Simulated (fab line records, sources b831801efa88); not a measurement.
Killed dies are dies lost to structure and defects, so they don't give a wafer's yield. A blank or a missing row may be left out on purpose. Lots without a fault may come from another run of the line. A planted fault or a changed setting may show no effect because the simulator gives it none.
fab line records | flow sky130
record lots=5 wafers=15 last_day=50
route steps=708 shown FIELD_ISO@7 NWELL@32 DNWELL@35 PWDE@45
lots that met no fault: from a run of the same line without faults
start_h: hours from the record's first day to the start of the lot's first wafer shown | wait_h: hours since the lot's step before | " the same as in the row above | L1.1+2: a row that stands for several wafers | - no value, or no start given | * or withheld: withheld | < > ~ a bound
route shown NAME@n: a module of which the file shows steps, and the number in the route of the first | usual: mean/standard deviation of fault-free wafers | same: alike in all rows | chamber/n: place in a boat | sites: the reading at each site | _std_site: their standard deviation | _edge_site: outer sites' mean less inner sites' | radius_mm: how far each site lies from the wafer's centre | mask NAME#n: copy n | behind: the tool/chamber that last shaped the wafer | hold: why the lot was held/for how many hours/how that ended | device: the transistor (n, p or np) that didn't switch | end of line: the same wafers' tests at the end of the route | a step without rows: its recipe alone | killed: dies lost to structure and defects at the first sort, not the wafer's yield | map: a wafer's dies, x killed, . not, _ none there
set.NAME: the setting as run; set.NAME@STEP: as run at that earlier step | model.NAME: the simulator's own value behind a step, which no gauge read
lots at some steps of the route; a table a step, a row a wafer
services: from which hour (start_h, from the record's first day; less than 0 if before it) a tool's chamber was out of use, for how many hours, and why
## steps
# step SKY_FIELD_ISO_HMDS_06
# recipe prime_time_s=60 prime_temp_c=120
# columns lot.wafer tool chamber start_h wait_h
L076.4+5+6 litho_track-04 0 30.50 0.1
L090.1+4+5 litho_track-01 0 105.25 0.1
L091.2+3+5 litho_track-04 0 108.90 0.1
L093.1+3+6 litho_track-04 0 118.13 0.1
L096.1+5+6 litho_track-04 0 133.33 0.1
# step SKY_FIELD_ISO_COAT_07
# recipe resist=BARC temp_c=withheld time_s=withheld spin_rpm=3000 resist_thk_nm=60
# columns lot.wafer tool chamber start_h wait_h
L076.4+5+6 litho_track-04 0 30.65 0.1
L090.1+4+5 litho_track-01 0 105.40 0.1
L091.2+3+5 litho_track-04 0 109.05 0.1
L093.1+3+6 litho_track-04 0 118.28 0.1
L096.1+5+6 litho_track-04 0 133.48 0.1
# step SKY_FIELD_ISO_COAT_08
# recipe resist=KrF-thick spin_rpm=3000 resist_thk_nm=450
# columns lot.wafer tool chamber start_h wait_h
L076.4+5+6 litho_track-04 0 - -
L090.1+4+5 litho_track-01 0 - -
L091.2+3+5 litho_track-04 0 - -
L093.1+3+6 litho_track-04 0 - -
L096.1+5+6 litho_track-04 0 - -
# step SKY_FIELD_ISO_SOFTBAKE_09
# recipe temp_c=100 time_s=90 resist=KrF-thick
# columns lot.wafer tool chamber start_h wait_h
L076.4+5+6 litho_track-04 0 - -
L090.1+4+5 litho_track-01 0 - -
L091.2+3+5 litho_track-04 0 - -
L093.1+3+6 litho_track-04 0 - -
L096.1+5+6 litho_track-04 0 - -
# step SKY_FIELD_ISO_EXPOSE_10
# recipe mask_id=FOM na=0.68 source_shape=annular sigma_inner=0.4 sigma_outer=0.8 target_cd_nm=150 dose_mj=28
# columns lot.wafer tool chamber start_h wait_h mask
L076.4+5+6 krf_scanner-02 0 - - FOM#0
L090.1+4+5 krf_scanner-01 0 - - FOM#0
L091.2+3+5 krf_scanner-02 0 - - FOM#0
L093.1+3+6 krf_scanner-02 0 - - FOM#0
L096.1+5+6 krf_scanner-01 0 - - FOM#0
# step SKY_FIELD_ISO_PEB_11
# recipe peb_temp_c=withheld peb_time_s=withheld resist=KrF-thick
# columns lot.wafer tool chamber start_h wait_h
L076.4+5+6 litho_track-04 0 - -
L090.1+4+5 litho_track-01 0 - -
L091.2+3+5 litho_track-02 0 - -
L093.1+3+6 litho_track-04 0 - -
L096.1+5+6 litho_track-02 0 - -
# step SKY_FIELD_ISO_DEVELOP_12
# recipe develop_time_s=60 resist=KrF-thick dev_temp_c=21
# columns lot.wafer tool chamber start_h wait_h
L076.4+5+6 litho_track-04 0 - -
L090.1+4+5 litho_track-01 0 - -
L091.2+3+5 litho_track-02 0 - -
L093.1+3+6 litho_track-04 0 - -
L096.1+5+6 litho_track-02 0 - -
# step SKY_FIELD_ISO_CD_MEAS_13
# recipe target_cd_nm=150
# usual cd_nm=149.7/1.4
# columns lot.wafer tool chamber start_h wait_h cd_nm
L076.4 cd_sem-02 - 38.39 - 148.7
L076.5 " - " " 148.6
L076.6 " - " " 150.6
L090.1 cd_sem-01 - 115.45 - 149.9
L090.4 " - " " 150.3
L090.5 " - " " 151.5
L091.2 cd_sem-02 - 118.78 - 150.4
L091.3 " - " " 150.5
L091.5 " - " " 150.2
L093.1 cd_sem-01 - 128.53 - 148.9
L093.3 " - " " 148.3
L093.6 " - " " 149.6
L096.1 cd_sem-01 - 143.36 - 151.9
L096.5 " - " " 152.6
L096.6 " - " " 151.1
# step SKY_FIELD_ISO_ETCH_14
# recipe chemistry=N2/H2 target=BARC ion_energy_ev=200 source_w=500 bias_w=100 pressure_mtorr=30 n2_flow_sccm=100 h2_flow_sccm=200 stop_on=SiO2 time_s=45.9 target_depth_a=600
# usual drypump_motor_current_A=6.0/0.35 h2_flow_sccm=200.0/0.51 oes_product_au=0.854/0.0045 throttle_valve_pct=13.225/0.0092
# columns lot.wafer tool chamber start_h wait_h drypump_motor_current_A h2_flow_sccm oes_product_au rf_hours_counter_h throttle_valve_pct
L076.4 rie_diel-01 3 38.45 0.0 6.4 200.1 0.854 159 13.220
L076.5 " 3 " " 6.5 199.4 0.859 - 13.228
L076.6 " 0 " " 5.8 199.9 0.861 - 13.234
L090.1 rie_diel-01 1 115.57 0.1 6.0 200.1 0.853 144 13.222
L090.4 " 0 " " 5.8 200.5 0.854 11 13.223
L090.5 " 3 " " 6.4 200.1 0.853 - 13.218
L091.2 rie_diel-01 0 118.88 0.1 5.8 199.4 0.848 11 13.232
L091.3 " 2 " " 5.6 200.2 0.851 88 13.216
L091.5 " 2 " " 5.6 199.9 0.858 - 13.238
L093.1 rie_diel-01 0 128.65 0.1 5.8 201.0 0.857 11 13.225
L093.3 " 2 " " 5.6 198.6 0.853 88 13.222
L093.6 " 2 " " 5.7 199.8 0.852 - 13.221
L096.1 rie_diel-02 2 143.48 0.1 5.9 200.4 0.853 18 13.231
L096.5 " 2 " " 5.9 200.2 0.849 - 13.233
L096.6 " 1 " " 6.1 199.9 0.852 - 13.221
# step SKY_FIELD_ISO_ETCH_15
# recipe chemistry=CHF3/O2 target_depth_nm=180 stop_on=Si source_w=600 bias_w=200 pressure_mtorr=40 chf3_flow_sccm=50 O2_flow_sccm=5 time_s=72
# usual drypump_motor_current_A=6.0/0.35 oes_product_au=0.946/0.0072 throttle_valve_pct=8.844/0.0089
# columns lot.wafer tool chamber start_h wait_h drypump_motor_current_A oes_product_au rf_hours_counter_h throttle_valve_pct
L076.4 rie_diel-01 3 38.49 0.0 6.4 0.946 159 8.848
L076.5 " 3 " " 6.4 0.948 - 8.837
L076.6 " 0 " " 5.8 0.955 - 8.840
L090.1 rie_diel-01 1 115.61 0.0 6.0 0.945 144 8.850
L090.4 " 0 " " 5.8 0.947 11 8.852
L090.5 " 3 " " 6.4 0.950 - 8.852
L091.2 rie_diel-01 0 118.92 0.0 5.9 0.934 11 8.835
L091.3 " 2 " " 5.6 0.936 88 8.836
L091.5 " 2 " " 5.6 0.937 - 8.834
L093.1 rie_diel-01 0 128.69 0.0 5.8 0.954 11 8.851
L093.3 " 2 " " 5.6 0.945 88 8.833
L093.6 " 2 " " 5.6 0.947 - 8.829
L096.1 rie_diel-02 2 143.52 0.0 5.9 0.948 18 8.841
L096.5 " 2 " " 5.9 0.956 - 8.848
L096.6 " 1 " " 6.1 0.952 - 8.840
# step SKY_FIELD_ISO_STRIP_16
# recipe chemistry=O2/N2 power_w=1400 pressure_mtorr=1500 platen_temp_c=withheld o2_flow_sccm=3000 n2_flow_sccm=300 overash_fraction=0.5
# usual drypump_motor_current_A=5.8/0.44 oes_product_au=0.378/0.0046 strip_time_to_endpoint_s=3.540/0.029
# columns lot.wafer tool chamber start_h wait_h drypump_motor_current_A oes_product_au rf_hours_counter_h strip_time_to_endpoint_s
L076.4 plasma_asher-02 1 38.58 0.1 5.8 0.385 - 3.561
L076.5 " 1 " " 5.8 0.380 - 3.539
L076.6 " 0 " " 6.0 0.376 - 3.520
L090.1 plasma_asher-02 0 115.67 0.0 6.0 0.374 44 3.557
L090.4 " 1 " " 5.8 0.369 - 3.544
L090.5 " 1 " " 5.8 0.378 - 3.603
L091.2 plasma_asher-02 0 118.98 0.0 6.0 0.381 44 3.487
L091.3 " 0 " " 6.0 0.378 - 3.508
L091.5 " 1 " " 5.8 0.378 - 3.521
L093.1 plasma_asher-02 0 128.75 0.0 6.0 0.381 45 3.461
L093.3 " 1 " " 5.8 0.374 - 3.512
L093.6 " 0 " " 6.0 0.372 - 3.508
L096.1 plasma_asher-01 1 143.58 0.0 6.3 0.382 33 3.509
L096.5 " 1 " " 6.3 0.380 - 3.532
L096.6 " 0 " " 5.2 0.384 - 3.511
# step SKY_FIELD_ISO_ETCH_17
# recipe target_depth_a=3420 mask_material=Si3N4 chemistry=HBr/Cl2/O2 target=Si taper_deg=5 icp_w=600 bias_w=150 pressure_mtorr=15 HBr_flow_sccm=150 Cl2_flow_sccm=40 O2_flow_sccm=6 time_s=97.7
# usual drypump_motor_current_A=5.8/0.43 he_backside_leak_sccm=2.65/0.27 oes_product_au=0.995/0.0084 throttle_valve_pct=25.658/0.011
# columns lot.wafer tool chamber start_h wait_h drypump_motor_current_A he_backside_leak_sccm oes_product_au rf_hours_counter_h throttle_valve_pct
L076.4 rie_si-01 1 38.65 0.0 5.9 2.88 0.987 101 25.669
L076.5 " 2 " " 5.9 3.11 0.992 - 25.647
L076.6 " 1 " " 5.9 2.90 1.001 - 25.658
L090.1 rie_si-01 2 115.77 0.1 5.9 3.17 0.998 133 25.659
L090.4 " 1 " " 5.9 2.63 1.003 101 25.665
L090.5 " 2 " " 5.9 3.20 0.999 - 25.645
L091.2 rie_si-02 3 119.08 0.1 6.3 2.50 1.004 2 25.645
L091.3 " 2 " " 5.1 2.54 0.995 1 25.636
L091.5 " 0 " " 5.1 2.47 0.988 - 25.672
L093.1 rie_si-02 0 128.85 0.1 5.1 2.43 0.988 3 25.667
L093.3 " 1 " " 5.8 2.59 1.000 75 25.645
L093.6 " 1 " " 5.8 2.59 1.005 - 25.654
L096.1 rie_si-02 3 143.68 0.1 6.3 2.37 1.000 3 25.650
L096.5 " 1 " " 5.8 2.62 1.007 - 25.669
L096.6 " 0 " " 5.1 2.33 0.993 - 25.667
# step SKY_FIELD_ISO_WET_ETCH_18
# recipe chemistry=H3PO4 target_depth_nm=25 temp_c=160 target=Si3N4 time_s=286
# columns lot.wafer tool chamber start_h wait_h
L076.4+5+6 wet_bench-03 0 38.72 0.0
L090.1+4+5 wet_bench-02 2 115.84 0.0
L091.2+3+5 wet_bench-04 3 119.15 0.0
L093.1+3+6 wet_bench-02 0 128.92 0.0
L096.1+5+6 wet_bench-02 1 143.75 0.0
# step SKY_FIELD_ISO_CLEAN_19
# recipe chemistry=SC1/SC2 mix=1:4:20 temp_c=70 time_s=150
# columns lot.wafer tool chamber start_h wait_h
L076.4+5+6 wet_bench-02 0 38.80 0.0
L090.1+4+5 wet_bench-03 1 115.93 0.0
L091.2+3+5 wet_bench-02 0 119.24 0.0
L093.1+3+6 wet_bench-03 2 129.00 0.0
L096.1+5+6 wet_bench-04 3 143.84 0.0
# step SKY_FIELD_ISO_CLEAN_20
# recipe chemistry=dHF time_s=20 dilution=100:1
# columns lot.wafer tool chamber start_h wait_h
L076.4+5+6 wet_bench-03 1 38.85 0.0
L090.1+4+5 wet_bench-04 2 115.98 0.0
L091.2+3+5 wet_bench-04 0 119.29 0.0
L093.1+3+6 wet_bench-04 1 129.05 0.0
L096.1+5+6 wet_bench-02 2 143.89 0.0
# step SKY_FIELD_ISO_WET_ETCH_21
# recipe chemistry=dHF dilution=100:1 target_depth_nm=20 dry=ipa_marangoni target=SiO2 temp_c=25 time_s=400
# columns lot.wafer tool chamber start_h wait_h
L076.4+5+6 wet_bench-04 0 38.87 0.0
L090.1+4+5 wet_bench-02 3 116.00 0.0
L091.2+3+5 wet_bench-03 0 119.31 0.0
L093.1+3+6 wet_bench-02 0 129.07 0.0
L096.1+5+6 wet_bench-03 0 143.90 0.0
# step SKY_FIELD_ISO_OXIDATION_22
# recipe temp_c=950 ambient=O2 stabilise_s=600 purge_s=300 target_thk_a=100 ox_time_s=623
# usual zone_power_centre_pct=20.6/0.33 zone_power_lower_pct=18.7/0.38
# columns lot.wafer tool chamber start_h wait_h zone_power_centre_pct zone_power_lower_pct
L076.4 furnace-01 0 38.99 0.0 20.5 18.1
L076.5 " 0 " " 20.6 18.5
L076.6 " 0 " " 20.8 18.4
L090.1 furnace-01 0 116.63 0.5 21.0 18.0
L090.4 " 0 " " 20.7 18.1
L090.5 " 0 " " 20.7 18.3
L091.2 furnace-02 0 119.50 0.1 20.0 19.1
L091.3 " 0 " " 19.8 19.0
L091.5 " 0 " " 20.2 18.8
L093.1 furnace-01 0 131.52 2.3 21.1 18.5
L093.3 " 0 " " 20.9 18.3
L093.6 " 0 " " 20.6 18.5
L096.1 furnace-01 0 145.46 1.4 21.1 17.9
L096.5 " 0 " " 20.5 18.4
L096.6 " 0 " " 20.9 18.2
# step SKY_FIELD_ISO_THK_MEAS_23
# recipe reads=SiO2_of_FIELD_ISO_OXIDATION_22
# usual FIELD_ISO_OXIDATION_01_THK=10.16/0.2
# columns lot.wafer tool chamber start_h wait_h FIELD_ISO_OXIDATION_01_THK[nm]
L076.4 film_metro-03 - 40.19 0.0 9.97
L076.5 " - " " 9.93
L076.6 " - " " 10.10
L090.1 film_metro-03 - 117.81 0.0 10.31
L090.4 " - " " 10.16
L090.5 " - " " 10.39
L091.2 film_metro-04 - 120.68 0.0 10.07
L091.3 " - " " 10.12
L091.5 " - " " 10.18
L093.1 film_metro-04 - 132.69 0.0 9.92
L093.3 " - " " 10.01
L093.6 " - " " 10.02
L096.1 film_metro-03 - 146.63 0.0 10.11
L096.5 " - " " 10.14
L096.6 " - " " 10.14
# step SKY_FIELD_ISO_CVD_24
# recipe material=SiO2 target_thk_nm=595 temp_c=650 sigma_open_frac=0.3 time_s=99.2 sih4_flow_sccm=60 pressure_mtorr=6
# usual susceptor_temp_C=649.95/0.3
# columns lot.wafer tool chamber start_h wait_h susceptor_temp_C
L076.4 hdpcvd-01 2 40.26 0.1 649.89
L076.5 " 0 " " 650.21
L076.6 " 1 " " 650.04
L090.1 hdpcvd-02 1 117.86 0.1 649.83
L090.4 " 0 " " 650.56
L090.5 " 1 " " 650.24
L091.2 hdpcvd-02 2 120.73 0.0 649.98
L091.3 " 0 " " 650.09
L091.5 " 2 " " 649.93
L093.1 hdpcvd-01 0 132.75 0.1 650.61
L093.3 " 1 " " 649.78
L093.6 " 0 " " 650.29
L096.1 hdpcvd-01 2 146.69 0.1 650.01
L096.5 " 2 " " 650.21
L096.6 " 1 " " 650.08
# step SKY_FIELD_ISO_THK_MEAS_25
# recipe reads=SiO2_of_FIELD_ISO_CVD_24
# usual FIELD_ISO_CVD_24_THK=595/6.7
# columns lot.wafer tool chamber start_h wait_h FIELD_ISO_CVD_24_THK[nm]
L076.4 film_metro-01 - 40.32 0.0 591
L076.5 " - " " 587
L076.6 " - " " 601
L090.1 film_metro-04 - 117.94 0.0 599
L090.4 " - " " 605
L090.5 " - " " 603
L091.2 film_metro-03 - 120.81 0.0 594
L091.3 " - " " 600
L091.5 " - " " 598
L093.1 film_metro-01 - 132.83 0.0 606
L093.3 " - " " 596
L093.6 " - " " 606
L096.1 film_metro-03 - 146.76 0.0 612
L096.5 " - " " 609
L096.6 " - " " 599
# step SKY_FIELD_ISO_ANNEAL_26
# recipe temp_c=1000 time_s=1800 ambient=N2
# usual zone_power_centre_pct=23.0/0.33 zone_power_lower_pct=20.9/0.41
# columns lot.wafer tool chamber start_h wait_h zone_power_centre_pct zone_power_lower_pct
L076.4 furnace-02 0 40.35 0.0 23.2 21.7
L076.5 " 0 " " 22.3 21.3
L076.6 " 0 " " 22.6 21.3
L090.1 furnace-02 0 118.00 0.1 22.5 21.3
L090.4 " 0 " " 22.6 21.4
L090.5 " 0 " " 22.4 21.6
L091.2 furnace-02 0 122.06 1.2 23.1 21.3
L091.3 " 0 " " 22.5 20.7
L091.5 " 0 " " 22.7 21.2
L093.1 furnace-01 0 133.94 1.1 23.5 20.3
L093.3 " 0 " " 23.4 20.3
L093.6 " 0 " " 23.1 20.3
L096.1 furnace-02 0 148.73 2.0 22.5 20.9
L096.5 " 0 " " 22.6 21.3
L096.6 " 0 " " 22.6 21.4
# step SKY_FIELD_ISO_CMP_27
# recipe stop_on=Si3N4 t_overpolish_s=16 down_force_psi=4 platen_rpm=60 target_thk_nm=457.8 pad_velocity_m_s=0.94248
# usual motor_current_A=12.4/1.2 overpolish_run_s=16.000/0.0083 time_to_endpoint_s=110/4.4
# columns lot.wafer tool chamber start_h wait_h motor_current_A overpolish_run_s time_to_endpoint_s
L076.4 cmp-02 0 41.85 0.0 11.4 16.001 111
L076.5 " 0 " " 11.3 16.004 109
L076.6 " 1 " " 10.4 15.990 116
L090.4 cmp-02 2 119.50 0.0 12.7 16.006 118
L090.1 " 0 " " 11.8 15.998 109
L090.5 " 3 " " 13.1 16.011 105
L091.2 cmp-02 2 123.56 0.0 12.7 16.002 114
L091.3 " 3 " " 13.6 15.993 108
L091.5 " 2 " " 12.6 16.014 115
L093.3 cmp-02 3 135.54 0.1 13.0 16.014 107
L093.1 " 0 " " 11.4 16.010 108
L093.6 " 2 " " 12.5 15.993 113
L096.1 cmp-01 1 150.28 0.1 13.0 16.018 117
L096.6 " 0 " " 12.3 15.997 111
L096.5 " 1 " " 12.7 16.010 117
# step SKY_FIELD_ISO_WET_ETCH_28
# recipe chemistry=dHF target_depth_nm=23.7 target=SiO2 dilution=10:1 temp_c=25 time_s=47
# columns lot.wafer tool chamber start_h wait_h
L076.4+5+6 wet_bench-03 2 42.15 0.2
L090.1+4+5 wet_bench-02 3 119.80 0.1
L091.2+3+5 wet_bench-02 1 123.86 0.2
L093.1+3+6 wet_bench-03 2 135.74 0.1
L096.1+5+6 wet_bench-02 0 150.53 0.2
# step SKY_FIELD_ISO_WET_ETCH_29
# recipe chemistry=H3PO4 target_depth_nm=160 target=Si3N4 temp_c=160 time_s=1825
# columns lot.wafer tool chamber start_h wait_h
L076.4+5+6 wet_bench-02 2 42.17 0.0
L090.1+4+5 wet_bench-04 1 119.82 0.0
L091.2+3+5 wet_bench-03 3 123.89 0.0
L093.1+3+6 wet_bench-04 0 135.76 0.0
L096.1+5+6 wet_bench-03 1 150.55 0.0
# step SKY_FIELD_ISO_WET_ETCH_30
# recipe chemistry=dHF target_depth_nm=25 target=SiO2 dilution=10:1 temp_c=25 time_s=50
# columns lot.wafer tool chamber start_h wait_h
L076.4+5+6 wet_bench-03 0 42.69 0.0
L090.1+4+5 wet_bench-03 2 120.33 0.0
L091.2+3+5 wet_bench-04 3 124.40 0.0
L093.1+3+6 wet_bench-02 1 136.28 0.0
L096.1+5+6 wet_bench-04 1 151.07 0.0
# step SKY_NWELL_CLEAN_00
# recipe chemistry=SC1/SC2 mix=1:4:20 temp_c=70 time_s=150 dry=n2_spin
# columns lot.wafer tool chamber start_h wait_h
L076.4+5+6 wet_bench-02 1 42.71 0.0
L090.1+4+5 wet_bench-02 3 120.36 0.0
L091.2+3+5 wet_bench-02 2 124.42 0.0
L093.1+3+6 wet_bench-04 1 136.30 0.0
L096.1+5+6 wet_bench-04 1 151.09 0.0
# step SKY_NWELL_OXIDATION_01
# recipe temp_c=900 ambient=O2 stabilise_s=600 purge_s=300 target_thk_a=100 ox_time_s=1418
# usual zone_power_centre_pct=18.24/0.26 zone_power_lower_pct=16.4/0.32
# columns lot.wafer tool chamber start_h wait_h zone_power_centre_pct zone_power_lower_pct
L076.4 furnace-01 0 42.76 0.0 18.86 16.1
L076.5 " 0 " " 18.35 16.3
L076.6 " 0 " " 18.42 16.2
L090.1 furnace-02 0 120.67 0.3 18.05 16.7
L090.4 " 0 " " 18.11 16.9
L090.5 " 0 " " 18.05 16.7
L091.2 furnace-01 0 124.72 0.2 18.30 16.1
L091.3 " 0 " " 18.24 16.2
L091.5 " 0 " " 18.62 16.3
L093.1 furnace-01 0 138.13 1.8 18.49 16.0
L093.3 " 0 " " 18.16 16.1
L093.6 " 0 " " 18.69 16.0
L096.1 furnace-01 0 152.32 1.2 18.34 16.1
L096.5 " 0 " " 18.15 16.2
L096.6 " 0 " " 18.57 16.4
# step SKY_NWELL_THK_MEAS_02
# recipe reads=SiO2_of_NWELL_OXIDATION_01
# usual NWELL_OXIDATION_THK=10.18/0.18
# columns lot.wafer tool chamber start_h wait_h NWELL_OXIDATION_THK[nm]
L076.4 film_metro-03 - 44.19 0.0 10.06
L076.5 " - " " 10.18
L076.6 " - " " 10.07
L090.1 film_metro-02 - 122.06 0.0 10.30
L090.4 " - " " 10.26
L090.5 " - " " 10.41
L091.2 film_metro-03 - 126.12 0.0 10.02
L091.3 " - " " 9.94
L091.5 " - " " 10.07
L093.1 film_metro-04 - 139.52 0.0 9.64
L093.3 " - " " 9.95
L093.6 " - " " 9.99
L096.1 film_metro-02 - 153.71 0.0 10.36
L096.5 " - " " 10.08
L096.6 " - " " 10.26
# step SKY_DNWELL_DEHYDRATE_00
# recipe temp_c=200 time_s=60
# columns lot.wafer tool chamber start_h wait_h
L076.4+5+6 litho_track-02 0 51.69 7.5
L090.1+4+5 litho_track-01 0 130.55 8.5
L091.2+3+5 litho_track-02 0 135.09 9.0
L093.1+3+6 litho_track-03 0 148.59 9.1
L096.1+5+6 litho_track-01 0 163.15 9.4
# step SKY_DNWELL_HMDS_01
# recipe prime_time_s=60 prime_temp_c=120
# columns lot.wafer tool chamber start_h wait_h
L076.4+5+6 litho_track-02 0 51.84 0.1
L090.1+4+5 litho_track-01 0 130.70 0.1
L091.2+3+5 litho_track-02 0 135.24 0.1
L093.1+3+6 litho_track-03 0 148.74 0.1
L096.1+5+6 litho_track-01 0 163.30 0.1
# step SKY_DNWELL_COAT_02
# recipe spin_rpm=2000 resist_thk_nm=3000
# columns lot.wafer tool chamber start_h wait_h
L076.4+5+6 litho_track-02 0 51.99 0.1
L090.1+4+5 litho_track-01 0 130.85 0.1
L091.2+3+5 litho_track-02 0 135.39 0.1
L093.1+3+6 litho_track-03 0 148.89 0.1
L096.1+5+6 litho_track-01 0 163.45 0.1
# step SKY_DNWELL_SOFTBAKE_03
# recipe temp_c=110 time_s=withheld
# columns lot.wafer tool chamber start_h wait_h
L076.4+5+6 litho_track-02 0 52.16 0.1
L090.1+4+5 litho_track-01 0 131.00 0.1
L091.2+3+5 litho_track-02 0 135.54 0.1
L093.1+3+6 litho_track-03 0 149.04 0.1
L096.1+5+6 litho_track-01 0 163.60 0.1
# step SKY_DNWELL_EXPOSE_04
# recipe mask_id=DNM na=0.57 target_cd_nm=3000 dose_mj=222
# columns lot.wafer tool chamber start_h wait_h mask
L076.4+5+6 iline_stepper-02 0 - - DNM#0
L090.1+4+5 iline_stepper-02 0 - - DNM#0
L091.2+3+5 iline_stepper-02 0 - - DNM#0
L093.1+3+6 iline_stepper-02 0 - - DNM#0
L096.1+5+6 iline_stepper-01 0 - - DNM#0
# step SKY_DNWELL_PEB_05
# recipe temp_c=115 time_s=withheld
# columns lot.wafer tool chamber start_h wait_h
L076.4+5+6 litho_track-02 0 - -
L090.1+4+5 litho_track-03 0 - -
L091.2+3+5 litho_track-02 0 - -
L093.1+3+6 litho_track-02 0 - -
L096.1+5+6 litho_track-03 0 - -
# step SKY_DNWELL_DEVELOP_06
# recipe wall_angle_deg=90 developer=TMAH develop_time_s=60 dev_temp_c=23
# columns lot.wafer tool chamber start_h wait_h
L076.4+5+6 litho_track-02 0 - -
L090.1+4+5 litho_track-03 0 - -
L091.2+3+5 litho_track-02 0 - -
L093.1+3+6 litho_track-02 0 - -
L096.1+5+6 litho_track-03 0 - -
# step SKY_DNWELL_IMPLANT_07
# recipe species=P energy_kev=withheld dose_cm2=withheld tilt_deg=withheld
# columns lot.wafer tool chamber start_h wait_h
L076.4+5+6 implanter-02 0 60.04 -
L090.1+4+5 implanter-03 0 140.34 -
L091.2+3+5 implanter-03 0 144.99 -
L093.1+3+6 implanter-02 0 159.01 -
L096.1+5+6 implanter-03 0 173.34 -
# step SKY_DNWELL_STRIP_08
# recipe chemistry=O2/N2 power_w=1400 pressure_mtorr=1500 platen_temp_c=withheld o2_flow_sccm=3000 n2_flow_sccm=300 overash_fraction=0.5
# usual drypump_motor_current_A=5.5/0.6 oes_product_au=0.723/0.0043 strip_time_to_endpoint_s=36.91/0.1
# columns lot.wafer tool chamber start_h wait_h drypump_motor_current_A oes_product_au rf_hours_counter_h strip_time_to_endpoint_s
L076.4 plasma_asher-03 0 60.14 0.1 4.8 0.725 - 37.05
L076.5 " 1 " " 5.8 0.721 - 37.03
L076.6 " 0 " " 4.8 0.714 - 36.99
L090.1 plasma_asher-01 0 140.49 0.1 5.2 0.714 32 37.01
L090.4 " 1 " " 6.3 0.729 - 36.99
L090.5 " 1 " " 6.3 0.713 - 36.94
L091.2 plasma_asher-04 0 145.11 0.1 4.9 0.728 3 36.99
L091.3 " 1 " " 6.2 0.725 - 37.07
L091.5 " 0 " " 4.9 0.722 - 37.00
L093.1 plasma_asher-03 0 159.16 0.1 4.8 0.718 50 36.85
L093.3 " 1 " " 5.8 0.720 - 36.80
L093.6 " 0 " " 4.8 0.722 - 36.76
L096.1 plasma_asher-04 0 173.49 0.1 4.9 0.720 6 36.72
L096.5 " 1 " " 6.2 0.727 - 36.86
L096.6 " 0 " " 4.9 0.717 - 36.82
# step SKY_DNWELL_TW_MEAS_09
# usual DNWELL_TW=1121/5.8
# columns lot.wafer tool chamber start_h wait_h DNWELL_TW
L076.4 film_metro-04 - 60.24 0.1 1124
L076.5 " - " " 1120
L076.6 " - " " 1125
L090.1 film_metro-04 - 140.59 0.1 1131
L090.4 " - " " 1122
L090.5 " - " " 1124
L091.2 film_metro-04 - 145.22 0.1 1122
L091.3 " - " " 1133
L091.5 " - " " 1134
L093.1 film_metro-02 - 159.26 0.1 1122
L093.3 " - " " 1120
L093.6 " - " " 1118
L096.1 film_metro-02 - 173.59 0.1 1114
L096.5 " - " " 1119
L096.6 " - " " 1112
# step SKY_PWDE_DEHYDRATE_00
# recipe temp_c=200 time_s=60
# columns lot.wafer tool chamber start_h wait_h
L076.4+5+6 litho_track-04 0 67.80 7.6
L090.1+4+5 litho_track-04 0 149.28 8.7
L091.2+3+5 litho_track-04 0 154.25 9.0
L093.1+3+6 litho_track-03 0 168.49 9.2
L096.1+5+6 litho_track-04 0 183.93 10.3
# step SKY_PWDE_HMDS_01
# recipe prime_time_s=60 prime_temp_c=120
# columns lot.wafer tool chamber start_h wait_h
L076.4+5+6 litho_track-04 0 67.95 0.1
L090.1+4+5 litho_track-04 0 149.43 0.1
L091.2+3+5 litho_track-04 0 154.40 0.1
L093.1+3+6 litho_track-03 0 168.64 0.1
L096.1+5+6 litho_track-04 0 184.08 0.1
# step SKY_PWDE_COAT_02
# recipe spin_rpm=2000 resist_thk_nm=3000
# columns lot.wafer tool chamber start_h wait_h
L076.4+5+6 litho_track-04 0 68.10 0.1
L090.1+4+5 litho_track-04 0 149.58 0.1
L091.2+3+5 litho_track-04 0 154.55 0.1
L093.1+3+6 litho_track-03 0 168.79 0.1
L096.1+5+6 litho_track-04 0 184.23 0.1
# step SKY_PWDE_SOFTBAKE_03
# recipe temp_c=110 time_s=withheld
# columns lot.wafer tool chamber start_h wait_h
L076.4+5+6 litho_track-04 0 68.28 0.1
L090.1+4+5 litho_track-04 0 149.73 0.1
L091.2+3+5 litho_track-04 0 154.71 0.1
L093.1+3+6 litho_track-03 0 168.94 0.1
L096.1+5+6 litho_track-04 0 184.38 0.1
# step SKY_PWDE_EXPOSE_04
# recipe mask_id=PWDEM na=0.6 source_shape=conventional sigma_outer=0.6 polarization=unpolarized target_cd_nm=840 dose_mj=214
# columns lot.wafer tool chamber start_h wait_h mask
L076.4+5+6 iline_stepper-02 0 - - PWDEM#0
L090.1+4+5 iline_stepper-01 0 - - PWDEM#0
L091.2+3+5 iline_stepper-01 0 - - PWDEM#0
L093.1+3+6 iline_stepper-01 0 - - PWDEM#0
L096.1+5+6 iline_stepper-01 0 - - PWDEM#0
# step SKY_PWDE_PEB_05
# recipe temp_c=115 time_s=withheld
# columns lot.wafer tool chamber start_h wait_h
L076.4+5+6 litho_track-04 0 - -
L090.1+4+5 litho_track-04 0 - -
L091.2+3+5 litho_track-04 0 - -
L093.1+3+6 litho_track-03 0 - -
L096.1+5+6 litho_track-01 0 - -
# step SKY_PWDE_DEVELOP_06
# recipe wall_angle_deg=90 developer=TMAH develop_time_s=60 dev_temp_c=23
# columns lot.wafer tool chamber start_h wait_h
L076.4+5+6 litho_track-04 0 - -
L090.1+4+5 litho_track-04 0 - -
L091.2+3+5 litho_track-04 0 - -
L093.1+3+6 litho_track-03 0 - -
L096.1+5+6 litho_track-01 0 - -
## services
# columns tool chamber start_h hours kind
wet_bench-02 - 7.61 1.5 repair
furnace-01 - 24.36 3.2 pm
cmp-02 - 24.74 0.9 repair
iline_stepper-02 - 26.18 3.9 repair
krf_scanner-02 - 40.43 4.9 repair
krf_scanner-02 - 45.28 1.3 pm
implanter-03 - 48.60 2.1 repair
cmp-02 - 64.00 4.0 pm
hdpcvd-01 - 66.75 15.0 pm
iline_stepper-01 - 77.08 1.7 pm
furnace-02 - 78.29 7.9 repair
krf_scanner-02 - 84.73 0.5 repair
krf_scanner-02 - 91.90 4.0 pm
krf_scanner-02 - 101.68 4.4 pm
cmp-02 - 124.09 3.0 pm
cmp-02 - 129.73 0.6 repair
furnace-02 - 133.16 3.2 pm
plasma_asher-02 - 142.00 11.0 repair
iline_stepper-01 - 157.07 5.4 repair
iline_stepper-02 - 163.44 8.5 repair
wet_bench-02 - 166.53 4.4 repair
iline_stepper-02 - 179.56 9.0 repair
iline_stepper-02 - 188.52 1.7 pm
furnace-01 - 193.16 3.1 pm
## key
fault none
